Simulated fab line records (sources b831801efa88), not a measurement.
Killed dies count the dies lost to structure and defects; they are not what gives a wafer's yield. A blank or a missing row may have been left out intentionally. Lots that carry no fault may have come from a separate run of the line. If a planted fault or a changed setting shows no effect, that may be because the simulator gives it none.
The tool behind it: which one? -- flow gf180mcu -- 21 wafers from 7 lots sampled at 2 of the route's 602 steps

## WHAT EACH GAUGE READ, for each wafer
GF_SAB_THK_MEAS_01.
lot,measured,on,SAB_CVD_00_THK (nm)
L511,day 14 11:49,filmMetro-03,50.1 50.3 50.6
L514,day 15 13:38,filmMetro-03,49.7 48.9 50.2
L516,day 16 08:50,filmMetro-03,21.8 49.6 50.1
L520,day 17 18:10,filmMetro-02,49.1 49.4 50.2
L528,day 20 13:32,filmMetro-03,49.7 50.1 49.6
L530,day 21 14:42,filmMetro-02,49.4 49.8 49.8
L533,day 22 10:23,filmMetro-02,49.4 49.7 51.1

## WHICH TOOL RAN EACH LOT (tool, then ch and the chambers of the sampled wafers, then the start)
lot,GF_SAB_CVD_00
L511,"pecvd-01 ch 0,1, day 14 11:47"
L514,"pecvd-02 ch 0,1,2, day 15 13:37"
L516,"pecvd-02 ch 0,1,2, day 16 08:45"
L520,"pecvd-03 ch 0,1,2, day 17 18:08"
L528,"pecvd-01 ch 0,1,2, day 20 13:31"
L530,"pecvd-02 ch 0,2, day 21 14:40"
L533,"pecvd-01 ch 0,2, day 22 10:21"
- GF_SAB_CVD_00: deposits SiO2 from TEOS, target thk 50 nm, time 4.9302 s.

## THE ANSWER, worked out from the rows above alone
Rule: usual is defined by the lots themselves. Put in order of their means at a reading, lots are off if they are a third of the lots or fewer, leave a main group of 4 or more, and stand apart from it by a gap of 3 or more times the standard deviation of the main group's means; of several such gaps the widest counts. A main group whose means are all the same, to the digits that the tables above print for the reading, isn't used. Also off: a lot with no number at a reading for which 4 or more lots have one. Where the step has rows for the other lots, those lots are counted as sound.
Off: at GF_SAB_THK_MEAS_01 (SAB_CVD_00_THK), L516. Mean 49.8 nm and standard deviation 0.28 in the main group.
A tool fits if, at a process step before that reading, it ran every lot that is off, and no sound lot after the first of them. The gauges at GF_SAB_THK_MEAS_01 are tried like those tools. None of those tried fits.

## WHAT THE SIMULATOR PUT IN
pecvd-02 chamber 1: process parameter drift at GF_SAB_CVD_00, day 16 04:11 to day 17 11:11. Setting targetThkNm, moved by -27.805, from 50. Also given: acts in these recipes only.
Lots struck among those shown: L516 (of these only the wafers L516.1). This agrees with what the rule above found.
